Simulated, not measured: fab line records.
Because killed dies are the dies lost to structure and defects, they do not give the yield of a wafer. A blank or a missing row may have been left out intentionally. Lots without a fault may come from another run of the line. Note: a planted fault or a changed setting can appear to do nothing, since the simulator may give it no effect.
What tool caused it?	flow sky130	45 wafers from 15 lots sampled at 6 of the route's 708 steps

== WHAT EACH GAUGE READ, for each wafer ==
SKY_FIELD_ISO_THK_MEAS_25.
lot	measured	on	FIELD_ISO_CVD_24_THK (nm)
L273	day 2 07:43	film-metro-03	606 594 597
L274	day 2 14:35	film-metro-03	582 582 574
L275	day 2 19:08	film-metro-03	598 596 596
L277	day 3 04:19	film-metro-02	603 594 603
L282	day 4 08:31	film-metro-02	593 592 586
L283	day 4 10:52	film-metro-03	593 598 596
L284	day 4 17:59	film-metro-04	591 596 592
L288	day 5 15:43	film-metro-04	597 596 588
L289	day 5 18:50	film-metro-04	597 600 601
L290	day 5 23:53	film-metro-03	603 602 597
L291	day 6 07:30	film-metro-04	599 593 596
L292	day 6 10:10	film-metro-02	589 601 602
L294	day 6 21:31	film-metro-04	592 592 585
L295	day 7 07:02	film-metro-04	591 591 592
L296	day 7 14:04	film-metro-04	580 589 589

SKY_NWELL_THK_MEAS_02.
lot	measured	on	NWELL_OXIDATION_THK (nm)
L273	day 2 15:49	film-metro-01	10.17 9.81 10.09
L274	day 2 23:05	film-metro-02	10.03 10.15 10.28
L275	day 3 03:33	film-metro-01	9.97 10.03 10.07
L277	day 3 09:56	film-metro-04	9.87 9.95 10.13
L282	day 4 15:09	film-metro-01	10.00 10.14 10.16
L283	day 4 17:04	film-metro-04	9.90 9.80 9.77
L284	day 4 21:53	film-metro-02	9.98 9.72 9.76
L288	day 5 19:41	film-metro-01	10.06 10.09 9.97
L289	day 6 00:29	film-metro-01	10.05 10.22 10.17
L290	day 6 04:44	film-metro-01	9.82 9.94 9.86
L291	day 6 13:02	film-metro-02	9.85 9.87 9.73
L292	day 6 14:25	film-metro-02	9.85 9.88 9.82
L294	day 7 02:07	film-metro-04	10.00 10.00 9.82
L295	day 7 11:47	film-metro-01	10.00 10.09 9.96
L296	day 7 19:17	film-metro-01	10.00 10.13 10.05

SKY_PWDE_OVL_MEAS_07.
lot	measured	on	PWDE_OVL (nm)
L273	day 3 22:11	overlay-02	-0.6 -1.4 -1.1
L274	day 4 05:46	overlay-02	-0.5 -2.9 -4.2
L275	day 4 12:01	overlay-02	-0.4 0.2 -0.9
L277	day 4 18:50	overlay-02	-0.2 0.5 -0.1
L282	day 6 01:35	overlay-02	- - -
L283	day 6 04:02	overlay-02	- - -
L284	day 6 08:34	overlay-01	- - -
L288	day 7 10:01	overlay-01	-0.9 -1.5 -1.6
L289	day 7 14:10	overlay-02	0.3 0.6 0.9
L290	day 7 20:04	overlay-02	-0.2 -2.1 -1.5
L291	day 8 04:32	overlay-02	0.6 1.8 -0.3
L292	day 8 06:28	overlay-01	-1.2 -1.8 -0.7
L294	day 8 18:45	overlay-01	-1.8 -1.4 -2.1
L295	day 9 04:55	overlay-01	-1.1 0.4 -0.1
L296	day 9 14:02	overlay-02	0.3 0.7 -0.8

SKY_NWELL_OVL_MEAS_23.
lot	measured	on	NWELL_01_OVL (nm)
L273	day 5 08:02	overlay-01	1.4 0.1 0.7
L274	day 5 15:16	overlay-02	0.4 0.3 0.8
L275	day 5 23:46	overlay-02	-1.5 -0.4 -2.3
L277	day 6 07:34	overlay-02	2.8 -0.1 1.1
L282	day 7 16:28	overlay-02	-1.4 -1.0 -1.5
L283	day 7 19:34	overlay-01	-0.4 -1.0 -0.9
L284	day 8 00:52	overlay-02	4.5 3.1 3.2
L288	day 9 04:34	overlay-02	-0.3 -0.9 -0.6
L289	day 9 08:19	overlay-02	2.3 3.6 2.9
L290	day 9 14:23	overlay-02	2.0 2.7 2.4
L291	day 10 00:04	overlay-02	1.4 2.5 -0.2
L292	day 10 02:25	overlay-02	0.8 -0.1 0.1
L294	day 10 16:49	overlay-02	0.1 -0.2 -0.8
L295	day 11 02:43	overlay-01	1.8 -0.7 0.3
L296	day 11 12:34	overlay-02	-2.2 -0.9 -1.0

SKY_NWELL_TW_MEAS_26.
lot	measured	on	NWELL_2_TW
L273	day 5 08:19	film-metro-01	497.5 501.9 501.2
L274	day 5 15:33	film-metro-02	495.0 495.2 495.6
L275	day 6 00:02	film-metro-01	505.2 500.3 502.4
L277	day 6 07:50	film-metro-04	499.3 499.3 499.9
L282	day 7 16:44	film-metro-01	556.3 555.4 557.6
L283	day 7 19:52	film-metro-04	554.9 555.8 555.3
L284	day 8 01:09	film-metro-01	554.4 555.7 554.1
L288	day 9 04:52	film-metro-01	496.9 497.5 499.5
L289	day 9 08:35	film-metro-01	497.6 501.5 501.7
L290	day 9 14:41	film-metro-04	503.0 501.6 504.4
L291	day 10 00:20	film-metro-04	502.6 504.2 501.4
L292	day 10 02:41	film-metro-02	496.0 499.1 500.5
L294	day 10 17:07	film-metro-04	505.5 501.1 504.3
L295	day 11 02:59	film-metro-04	497.6 500.2 496.4
L296	day 11 12:50	film-metro-01	496.1 498.2 495.2

== EACH LOT AND THE TOOL THAT RAN IT (in order: tool; ch and the chambers of the sampled wafers; start) ==
lot	SKY_PWDE_COAT_02
L273	litho-track-04 ch 0, day 3 14:20
L274	litho-track-02 ch 0, day 3 21:31
L275	litho-track-04 ch 0, day 4 03:49
L277	litho-track-04 ch 0, day 4 10:22
L282	litho-track-04, day 5 15:55
L283	litho-track-02, day 5 18:38
L284	litho-track-04, day 5 23:47
L288	litho-track-04 ch 0, day 6 23:28
L289	litho-track-04 ch 0, day 7 04:10
L290	litho-track-01 ch 0, day 7 09:38
L291	litho-track-02 ch 0, day 7 18:05
L292	litho-track-02 ch 0, day 7 20:14
L294	litho-track-02 ch 0, day 8 07:46
L295	litho-track-04 ch 0, day 8 18:07
L296	litho-track-01 ch 0, day 9 02:55
- SKY_PWDE_COAT_02: resist thk 3000 nm.

== WHAT THE TOOLS THEMSELVES READ (means of the sampled wafers that have a number; where no wafer has one, the mark that the record gives instead) ==
SKY_PWDE_COAT_02.
lot	tool	chill-plate-temp-C (C)	dispense-pressure-kPa (kPa)	exhaust-pa (Pa)
L273	litho-track-04	22.86	43	45.7
L274	litho-track-02	22.83	48	45.9
L275	litho-track-04	23.05	43	45.5
L277	litho-track-04	22.89	43	46.1
L282	litho-track-04	-	-	-
L283	litho-track-02	-	-	-
L284	litho-track-04	-	-	-
L288	litho-track-04	22.99	43	45.5
L289	litho-track-04	22.96	43	45.8
L290	litho-track-01	23.02	53	45.0
L291	litho-track-02	22.96	48	44.9
L292	litho-track-02	23.05	48	44.8
L294	litho-track-02	22.85	48	44.6
L295	litho-track-04	23.09	43	45.8
L296	litho-track-01	22.96	53	45.2

== THE ANSWER, worked out from the rows above alone ==
Rule: what is usual is taken from the lots themselves. Put in order of their means at a reading, lots are off if they are a third of the lots or fewer, leave a main group of 4 or more, and stand apart from it by a gap of 3 or more times the standard deviation of the main group's means; of several such gaps the widest counts. The tables above print the reading to a certain number of digits; a main group whose means all agree to those digits is not used. Also off: a lot with no number at a reading for which 4 or more lots have one. Where the step has rows for the other lots, those lots are counted as sound. Order of review: gauges by route order, followed by the tools' own readings, for which a lot's mean as printed above is used. At the first step where some lot is off, the reading lying furthest off is the one used; lots without a number count as furthest.
Off: L282, L283, L284, seen at SKY_PWDE_OVL_MEAS_07 (PWDE_OVL). Without a number there: L282, L283, L284. The main group: mean -0.7 nm, standard deviation 0.95.
If a tool, at a process step before that reading, ran all the lots that are off and no sound lot after the first of them, it fits. The gauges at SKY_PWDE_OVL_MEAS_07 aren't tried: what is off there is off at SKY_NWELL_TW_MEAS_26 too, on other tools, and a gauge's error can't cause that. Not one of the candidates tried fits.

== WHAT THE SIMULATOR HAD PUT IN ==
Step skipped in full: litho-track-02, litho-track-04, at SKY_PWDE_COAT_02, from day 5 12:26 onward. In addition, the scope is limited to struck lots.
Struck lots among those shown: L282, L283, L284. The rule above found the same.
